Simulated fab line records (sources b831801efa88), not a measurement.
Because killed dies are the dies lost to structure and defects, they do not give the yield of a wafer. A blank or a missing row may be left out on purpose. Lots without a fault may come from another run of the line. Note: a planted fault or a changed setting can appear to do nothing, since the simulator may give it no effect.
Problem report, 8D (eight disciplines) form, completed by code / flow sky130 / the parts of the form that need people (team, actions taken, sign-off) are left out

1. WHAT IS WRONG
CONTACT_HDPCVD_THK at SKY_CONTACT_THK_MEAS_03 reads a mean of 661 nm on 3 wafers of 3 lots; wafers without a fault read 562 nm with a standard deviation of 6. Relative to the usual mean, that is a shift of +16 standard deviations.
The first sign was on wafer L638.2 at day 34 02:31, on film metro-04. Wafers with a number at this step in the record: 33, from 12 lots. Rule for "out" (also "out of limits"): further than 4 standard deviations from the usual mean. All remaining wafers that have a number are taken as sound.

2. WHAT THIS IS AND IS NOT
question=which readings at this step | is=CONTACT_HDPCVD_THK | is not=-
question=which lots | is=L638, L640, L641 | is not=L627, L632, L633, L634, L635, L636, L648, L649, L650
question=which wafers of those lots | is=L638.2, L640.6, L641.6 | is not=L638.3, L640.3, L641.4
question=read on which gauges | is=film metro-02, film metro-04 | is not=film metro-01
question=when | is=from day 34 02:31 | is not=up to then (19 sound wafers); but 11 sound wafers of L640, L641, L648, L649, L650 came after

3. SUSPECTS, AND WHAT RULES EACH OUT
Counting: a tool at a process step up to the reading stays a suspect if it ran every lot that is out. Sound lots after the first of them don't rule it out here, since some wafers of a struck lot are sound.
- ruled out: the gauge at SKY_CONTACT_THK_MEAS_03. Those wafers that are out were read across 2 gauges (film metro-02, film metro-04).
- hdpcvd-02 at SKY_CONTACT_HDPCVD_02 (deposits SiO2, target thk 565 nm, time 94.2 s): kept. Every lot that is out went through it, the first being L638 (day 34 02:26); the last sound lot it ran before that was L636 (day 33 13:32). Its own run length s readings are out on those wafers.
The count leaves hdpcvd-02 at SKY_CONTACT_HDPCVD_02.

4. THE CAUSE (what the simulator had put in)
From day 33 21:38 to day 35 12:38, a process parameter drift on hdpcvd-02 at SKY_CONTACT_HDPCVD_02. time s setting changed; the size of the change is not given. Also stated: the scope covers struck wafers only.
The count eliminated every tool but this one.

5. THE EFFECT CHAIN, in route order
Rows list readings where the struck wafers' mean (over those with a number) sits beyond 3 standard deviations from the usual. Scope: only readings with a usual standard deviation given in the record; hours: median across lots of the time from each lot's start at the first step in this table that gives one to its start at this step; sigmas: change in usual standard deviations.
hours=0; step=SKY_CONTACT_HDPCVD_02; reading=run length s; usual=122.3 s; on struck wafers=138.3; change=+16.0; sigmas=+48
hours=0; step=SKY_CONTACT_THK_MEAS_03; reading=CONTACT_HDPCVD_THK; usual=562 nm; on struck wafers=661; change=+99; sigmas=+16
hours=4; step=SKY_CONTACT_CMP_04; reading=time to endpoint s; usual=81 s; on struck wafers=111; change=+30; sigmas=+8.0
Its process steps:
- SKY_CONTACT_HDPCVD_02: deposits SiO2, target thk 565 nm, time 94.2 s.
- SKY_CONTACT_CMP_04: polishes SiO2.

6. WHAT WOULD HAVE CAUGHT IT SOONER
The first out-of-limits reading at a measuring or inspecting step in this record came at day 34 02:31, 5 hours after the fault's start at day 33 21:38.
At SKY_CONTACT_HDPCVD_02, the tool's own readings (run length s) were out on each struck wafer the step has a row for, so an alarm limit on them would have fired on the first such wafer.
L640, L641, from the lots that are out (3), started SKY_CONTACT_HDPCVD_02 on hdpcvd-02 later than day 34 02:31. A hold on the tool at that time would have spared those 2.
